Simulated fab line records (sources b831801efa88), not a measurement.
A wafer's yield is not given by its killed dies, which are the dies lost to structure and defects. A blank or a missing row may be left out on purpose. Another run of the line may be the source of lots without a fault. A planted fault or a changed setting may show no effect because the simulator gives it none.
Which tool is to blame? :: flow sky130 :: 12 lots, 36 wafers sampled, at 2 steps of a route of 708

WHAT THE GAUGES SHOWED, per wafer
SKY_SONOS_ONO_THK_MEAS_05.
lot: L075
measured: day 12 03:03
on: film_metro-04
SONOS_ONO_CVD_04_THK (nm): 5.69 5.75 5.78

lot: L077
measured: day 12 17:53
on: film_metro-01
SONOS_ONO_CVD_04_THK (nm): 5.71 5.70 5.67

lot: L079
measured: day 13 14:11
on: film_metro-04
SONOS_ONO_CVD_04_THK (nm): 5.67 5.80 5.89

lot: L081
measured: day 14 06:31
on: film_metro-03
SONOS_ONO_CVD_04_THK (nm): 6.09 5.99 6.07

lot: L083
measured: day 14 16:28
on: film_metro-01
SONOS_ONO_CVD_04_THK (nm): 5.95 5.90 5.86

lot: L085
measured: day 15 12:24
on: film_metro-01
SONOS_ONO_CVD_04_THK (nm): 5.95 5.79 5.78

lot: L087
measured: day 16 01:51
on: film_metro-03
SONOS_ONO_CVD_04_THK (nm): 5.61 5.63 5.70

lot: L089
measured: day 16 18:24
on: film_metro-03
SONOS_ONO_CVD_04_THK (nm): 5.84 5.71 5.73

lot: L091
measured: day 17 11:15
on: film_metro-01
SONOS_ONO_CVD_04_THK (nm): 5.74 5.73 5.75

lot: L093
measured: day 17 22:42
on: film_metro-03
SONOS_ONO_CVD_04_THK (nm): 5.47 5.71 5.65

lot: L095
measured: day 18 15:41
on: film_metro-03
SONOS_ONO_CVD_04_THK (nm): 5.78 5.75 5.76

lot: L097
measured: day 19 08:29
on: film_metro-01
SONOS_ONO_CVD_04_THK (nm): 5.50 5.66 5.64

EACH LOT AND THE TOOL THAT RAN IT (in order: tool; ch and the chambers of the sampled wafers; start)
lot: L075
SKY_VT_ADJUST_HVTP_STRIP_10: plasma_asher-04 ch 0,1, day 6 10:00

lot: L077
SKY_VT_ADJUST_HVTP_STRIP_10: plasma_asher-01 ch 0,1, day 7 01:06

lot: L079
SKY_VT_ADJUST_HVTP_STRIP_10: plasma_asher-03 ch 1, day 7 15:14

lot: L081
SKY_VT_ADJUST_HVTP_STRIP_10: plasma_asher-03 ch 0,1, day 8 01:28

lot: L083
SKY_VT_ADJUST_HVTP_STRIP_10: plasma_asher-03 ch 1, day 8 10:25

lot: L085
SKY_VT_ADJUST_HVTP_STRIP_10: plasma_asher-03 ch 0,1, day 9 01:43

lot: L087
SKY_VT_ADJUST_HVTP_STRIP_10: plasma_asher-01 ch 0, day 9 13:40

lot: L089
SKY_VT_ADJUST_HVTP_STRIP_10: plasma_asher-01 ch 0,1, day 10 00:16

lot: L091
SKY_VT_ADJUST_HVTP_STRIP_10: plasma_asher-04 ch 0,1, day 10 17:10

lot: L093
SKY_VT_ADJUST_HVTP_STRIP_10: plasma_asher-03 ch 0,1, day 11 00:37

lot: L095
SKY_VT_ADJUST_HVTP_STRIP_10: plasma_asher-04 ch 0,1, day 11 14:31

lot: L097
SKY_VT_ADJUST_HVTP_STRIP_10: plasma_asher-01 ch 0,1, day 12 03:15
- SKY_VT_ADJUST_HVTP_STRIP_10: strips in O2/N2.

THE ANSWER, worked out from the rows above alone
Rule: what is usual is taken from the lots themselves. The widest of any qualifying gaps counts: lots, ordered by their means at a reading, are off when they make up no more than a third of the lots, leave a main group of 4 or more, and stand apart from it by 3 or more times the standard deviation of that group's means. A main group whose means are all the same, to the digits that the tables above print for the reading, isn't used. A lot without any number at a reading at which 4 lots or more have one is off too. The other lots that the step has rows for count as sound.
Across all readings shown, no lot is off: no conclusion can be drawn from this.

WHAT HAD BEEN PUT IN BY THE SIMULATOR
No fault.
